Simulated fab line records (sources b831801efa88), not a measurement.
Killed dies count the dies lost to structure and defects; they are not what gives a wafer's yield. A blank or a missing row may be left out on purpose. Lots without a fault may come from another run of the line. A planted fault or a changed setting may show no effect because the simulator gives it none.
Matching of chambers -- flow gf180mcu -- GF_V2_CMP_04 on cmp-02: 4 sister chambers
The step polishes SiO2. 20 wafers are shown with their chamber, then 10 later ones without.

## WAFERS PAIRED WITH THEIR CHAMBERS
wafer,chamber,motorCurrentA (A),timeToEndpointS (s),slurryFilterDpKPa (kPa)
L074.2,3,12.1,77,13.32
L074.4,1,13.5,84,13.31
L074.6,0,10.9,78,13.48
L078.1,0,10.4,76,13.68
L078.5,3,12.3,78,13.48
L078.6,2,10.9,88,13.51
L080.2,3,12.4,71,13.61
L080.4,0,11.0,82,13.65
L080.5,3,12.1,79,13.08
L087.2,1,14.1,83,13.56
L087.5,0,11.8,79,13.34
L087.6,1,13.7,83,13.59
L088.3,0,10.9,72,13.59
L088.5,2,11.1,80,13.38
L088.6,1,14.0,76,13.39
L091.3,0,10.8,71,13.48
L091.4,2,11.0,81,13.54
L091.5,3,12.3,76,13.24
L092.2,1,14.1,79,13.56
L092.4,0,11.1,85,13.68

SIGNATURES (averages over the wafers above)
reading,chamber 0,chamber 1,chamber 2,chamber 3,scatter within a chamber
motorCurrentA,10.986,13.880,11.000,12.240,0.301
timeToEndpointS,77.57,81.00,83.00,76.20,4.16
slurryFilterDpKPa,13.5571,13.4820,13.4767,13.3460,0.147
Rule: a wafer lies at a distance from a chamber equal to the root of the sum of squares, over the readings, of (its reading less the chamber's mean, divided by the reading's scatter). The wafer belongs to the nearest chamber; if the next one is less than 2 further off, it can't be placed. The scatter: take each reading less its chamber's mean, square it, sum over the shown wafers, divide by the number of wafers less the number of chambers, and take the root.

## WAFERS WITHOUT THEIR CHAMBER
wafer,motorCurrentA (A),timeToEndpointS (s),slurryFilterDpKPa (kPa)
L092.5,11.1,90,13.32
L094.2,11.0,73,13.54
L094.3,15.0,75,13.55
L094.4,12.4,72,13.58
L093.3,10.5,90,13.35
L093.4,10.8,84,13.45
L093.6,14.6,83,13.38
L095.1,10.7,82,13.48
L095.5,12.6,87,13.34
L095.6,10.8,91,13.59

## WHICH CHAMBER EACH WENT THROUGH
wafer,from the rows above,in truth
L092.5,can't be placed: 2 or 0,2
L094.2,can't be placed: 0 or 2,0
L094.3,1,1
L094.4,3,3
L093.3,can't be placed: 2 or 0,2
L093.4,can't be placed: 2 or 0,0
L093.6,1,1
L095.1,can't be placed: 2 or 0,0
L095.5,can't be placed: 3 or 1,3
L095.6,can't be placed: 2 or 0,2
Placed correctly: 3 of 10. From these rows, 7 cannot be placed; in 7 the true chamber is one of the candidates. 0 placed wrongly.
